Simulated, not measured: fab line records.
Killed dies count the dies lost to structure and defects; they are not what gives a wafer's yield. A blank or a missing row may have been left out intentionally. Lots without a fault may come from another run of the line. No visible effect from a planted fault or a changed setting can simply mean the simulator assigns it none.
Which tool was responsible? ; flow sky130 ; 12 lots with 36 wafers sampled at 5 steps, on a route of 708 steps

WHAT THE GAUGES SHOWED, per wafer
SKY_VIA4_BOW_MEAS_03.
lot;measured;on;VIA4_BOW (um)
L075;day 42 01:49;filmMetro-03;89 97 74
L076;day 43 06:26;filmMetro-02;86 79 62
L079;day 43 12:29;filmMetro-03;87 74 97
L081;day 44 03:16;filmMetro-03;82 76 85
L083;day 44 21:36;filmMetro-03;90 88 90
L085;day 45 14:20;filmMetro-01;78 88 80
L087;day 45 20:40;filmMetro-02;71 84 82
L089;day 46 13:52;filmMetro-01;90 87 100
L091;day 46 21:17;filmMetro-03;75 80 81
L093;day 47 07:29;filmMetro-02;74 61 70
L095;day 47 15:07;filmMetro-03;74 75 71
L097;day 48 09:00;filmMetro-02;80 66 79

WHICH TOOL RAN EACH LOT (tool, then ch and the chambers of the sampled wafers, then the start)
lot;SKY_LOCAL_INTERCONNECT_SPUTTER_00;SKY_METAL2_SPUTTER_04;SKY_METAL4_SPUTTER_01;SKY_CAP2M_SPUTTER_02
L075;pvdSputter-04, day 29 21:04;pvdSputter-01, day 34 12:10;pvdSputter-04, day 39 23:41;pvdSputter-02, day 39 23:54
L076;pvdSputter-01, day 30 23:49;pvdSputter-01, day 35 12:35;pvdSputter-03, day 41 01:52;pvdSputter-04, day 41 02:05
L079;pvdSputter-01, day 31 09:39;pvdSputter-02, day 35 20:21;pvdSputter-04, day 41 10:53;pvdSputter-03, day 41 11:05
L081;pvdSputter-04, day 32 05:48;pvdSputter-02, day 36 16:25;pvdSputter-03, day 42 02:41;pvdSputter-02, day 42 02:53
L083;pvdSputter-01, day 33 00:22;pvdSputter-01, day 37 11:03;pvdSputter-04, day 42 22:25;pvdSputter-03, day 42 22:38
L085;pvdSputter-02, day 33 19:45;pvdSputter-02, day 38 06:34;pvdSputter-01, day 43 15:41;pvdSputter-02, day 43 15:54
L087;pvdSputter-01, day 34 04:48;pvdSputter-02, day 38 15:57;pvdSputter-01, day 43 22:14;pvdSputter-02, day 43 22:26
L089;pvdSputter-01, day 34 18:40;pvdSputter-02, day 39 06:25;pvdSputter-03, day 44 15:10;pvdSputter-02, day 44 15:23
L091;pvdSputter-02, day 35 07:54;pvdSputter-01, day 39 21:15;pvdSputter-03, day 45 00:45;pvdSputter-02, day 45 00:58
L093;pvdSputter-04, day 35 18:24;pvdSputter-01, day 40 08:19;pvdSputter-03, day 45 11:25;pvdSputter-02, day 45 11:37
L095;pvdSputter-04, day 36 07:13;pvdSputter-04, day 40 18:36;pvdSputter-03, day 45 21:19;pvdSputter-04, day 45 21:32
L097;pvdSputter-01, day 37 05:34;pvdSputter-02, day 41 14:45;pvdSputter-04, day 46 14:32;pvdSputter-02, day 46 14:45
- SKY_LOCAL_INTERCONNECT_SPUTTER_00: material TiN, target thk 100 nm, time 83.3 s.
- SKY_METAL2_SPUTTER_04: material TiN, target thk 70 nm, time 58.3 s.
- SKY_METAL4_SPUTTER_01: material TiN, target thk 20 nm, time 16.7 s.
- SKY_CAP2M_SPUTTER_02: material TiN, target thk 200 nm, time 166.7 s.

THE ANSWER, worked out from the rows above alone
Rule: what is usual is taken from the lots themselves. The widest of any qualifying gaps counts: lots, ordered by their means at a reading, are off when they make up no more than a third of the lots, leave a main group of 4 or more, and stand apart from it by 3 or more times the standard deviation of that group's means. If all means in a main group match to the digits the tables above print for the reading, that group is not used. Also off: a lot with no number at a reading for which 4 or more lots have one. All remaining lots with rows at the step are treated as sound.
No lot is off at any reading shown: from this, nothing can be told.

WHAT THE SIMULATOR HAD INSERTED
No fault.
